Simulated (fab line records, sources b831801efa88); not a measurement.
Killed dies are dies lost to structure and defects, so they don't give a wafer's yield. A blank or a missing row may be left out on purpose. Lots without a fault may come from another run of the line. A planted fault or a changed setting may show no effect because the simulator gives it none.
Which tool did it? | flow sky130 | 12 lots, 36 wafers sampled, at 2 steps of a route of 708

WHAT THE GAUGES READ, wafer by wafer
SKY_FIELD_ISO_THK_MEAS_04.
lot  | measured    | on            | FIELD_ISO_CVD_03_THK (nm)
L383 | day 1 20:23 | film_metro-01 | 160.7 161.0 160.9
L387 | day 2 16:05 | film_metro-01 | 161.8 161.4 160.7
L388 | day 2 21:11 | film_metro-01 | 162.9 161.8 163.1
L389 | day 3 00:44 | film_metro-04 | 163.6 163.2 164.0
L390 | day 3 06:05 | film_metro-03 | 162.6 163.2 163.5
L395 | day 4 08:04 | film_metro-03 | 163.8 162.7 163.2
L399 | day 5 08:13 | film_metro-03 | 162.7 164.3 164.3
L400 | day 5 11:13 | film_metro-01 | 160.7 161.9 160.3
L401 | day 5 14:02 | film_metro-04 | 162.6 161.6 162.4
L402 | day 5 17:39 | film_metro-03 | 163.3 163.3 164.0
L403 | day 5 22:30 | film_metro-03 | 163.5 163.7 162.9
L405 | day 6 09:11 | film_metro-01 | 161.5 160.2 161.1

SKY_FIELD_ISO_CD_MEAS_13: target cd 150 nm.
lot  | measured    | on        | cd_nm (nm)
L383 | day 2 11:04 | cd_sem-02 | 150.5 150.0 149.7
L387 | day 3 07:09 | cd_sem-02 | 149.1 149.1 150.4
L388 | day 3 12:59 | cd_sem-01 | 148.4 150.4 147.5
L389 | day 3 15:58 | cd_sem-02 | 150.2 151.3 150.4
L390 | day 3 22:42 | cd_sem-02 | 152.8 151.5 152.1
L395 | day 5 00:59 | cd_sem-01 | 149.4 151.2 150.8
L399 | day 6 02:06 | cd_sem-01 | 147.4 148.9 149.7
L400 | day 6 05:56 | cd_sem-02 | 150.7 149.4 150.0
L401 | day 6 08:52 | cd_sem-01 | 150.1 150.5 151.9
L402 | day 6 11:01 | cd_sem-02 | 151.4 152.4 152.7
L403 | day 6 17:06 | cd_sem-01 | 147.5 148.2 147.6
L405 | day 7 03:58 | cd_sem-01 | 149.6 149.6 150.9

WHICH TOOL RAN EACH LOT (tool, then ch and the chambers of the sampled wafers, then the start)
The record holds no process step before these readings.

WHAT THE TOOLS THEMSELVES READ (means of the sampled wafers that have a number; where no wafer has one, the mark that the record gives instead)
The record holds no such reading with a usual standard deviation.

THE ANSWER, worked out from the rows above alone
Rule: what is usual is taken from the lots themselves. Put in order of their means at a reading, lots are off if they are a third of the lots or fewer, leave a main group of 4 or more, and stand apart from it by a gap of 3 or more times the standard deviation of the main group's means; of several such gaps the widest counts. A main group whose means are all the same, to the digits that the tables above print for the reading, isn't used. A lot without any number at a reading at which 4 lots or more have one is off too. The other lots that the step has rows for count as sound. The gauges are gone through in route order, then the tools' own readings, and for those a lot's mean is taken as printed above. The first step at which some lot is off is used, and at that step the reading that is off furthest; a lot without a number counts as furthest.
No lot is off at any reading shown: from this, nothing can be told.

WHAT THE SIMULATOR HAD PUT IN
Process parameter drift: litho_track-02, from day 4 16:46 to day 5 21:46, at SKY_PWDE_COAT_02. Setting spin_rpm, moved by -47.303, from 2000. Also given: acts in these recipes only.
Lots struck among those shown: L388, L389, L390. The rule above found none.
